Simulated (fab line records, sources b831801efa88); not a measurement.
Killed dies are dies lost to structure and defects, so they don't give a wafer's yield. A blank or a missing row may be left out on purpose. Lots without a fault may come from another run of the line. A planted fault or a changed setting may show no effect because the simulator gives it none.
Which tool did it? | flow gf180mcu | 6 lots, 17 wafers sampled, at 4 steps of a route of 602

WHAT THE GAUGES READ, wafer by wafer
GF_V4_BOW_MEAS_05.
lot  | measured     | on            | V4_BOW (um)
L696 | day 24 07:08 | film_metro-02 | 130 137 125
L698 | day 24 21:19 | film_metro-02 | 152 154 134
L706 | day 27 17:11 | film_metro-02 | 151 146 138
L711 | day 29 00:59 | film_metro-02 | 113 128 112
L714 | day 29 20:59 | film_metro-01 | 138 138
L717 | day 30 13:40 | film_metro-03 | 136 145 127

WHICH TOOL RAN EACH LOT (tool, then ch and the chambers of the sampled wafers, then the start)
lot  | GF_V1_SPUTTER_21             | GF_M2_STRIP_17                       | GF_V4_CVD_00
L696 | pvd_sputter-02, day 19 01:44 | plasma_asher-04 ch 0,1, day 20 02:37 | hdpcvd-01 ch 0,1,2, day 24 06:32
L698 | pvd_sputter-02, day 19 15:20 | plasma_asher-03 ch 0,1, day 20 16:59 | hdpcvd-02 ch 0,1,2, day 24 20:38
L706 | pvd_sputter-02, day 22 20:01 | plasma_asher-03 ch 0,1, day 23 19:59 | hdpcvd-01 ch 0,1,2, day 27 16:37
L711 | pvd_sputter-02, day 24 08:14 | plasma_asher-03 ch 0,1, day 25 07:14 | hdpcvd-01 ch 0,2, day 29 00:25
L714 | pvd_sputter-03, day 25 07:25 | plasma_asher-01 ch 0,1, day 26 05:29 | hdpcvd-02 ch 0, day 29 20:23
L717 | pvd_sputter-02, day 26 03:23 | plasma_asher-01 ch 0,1, day 27 01:18 | hdpcvd-02 ch 0,1,2, day 30 13:04
- GF_V1_SPUTTER_21: material Ti, target thk 15 nm, time 80.02 s.
- GF_M2_STRIP_17: strips in O2/N2.
- GF_V4_CVD_00: deposits SiO2, target thk 600 nm, time 100 s.

THE ANSWER, worked out from the rows above alone
Rule: what is usual is taken from the lots themselves. Put in order of their means at a reading, lots are off if they are a third of the lots or fewer, leave a main group of 4 or more, and stand apart from it by a gap of 3 or more times the standard deviation of the main group's means; of several such gaps the widest counts. A main group whose means are all the same, to the digits that the tables above print for the reading, isn't used. A lot without any number at a reading at which 4 lots or more have one is off too. The other lots that the step has rows for count as sound.
No lot is off at any reading shown: from this, nothing can be told.

WHAT THE SIMULATOR HAD PUT IN
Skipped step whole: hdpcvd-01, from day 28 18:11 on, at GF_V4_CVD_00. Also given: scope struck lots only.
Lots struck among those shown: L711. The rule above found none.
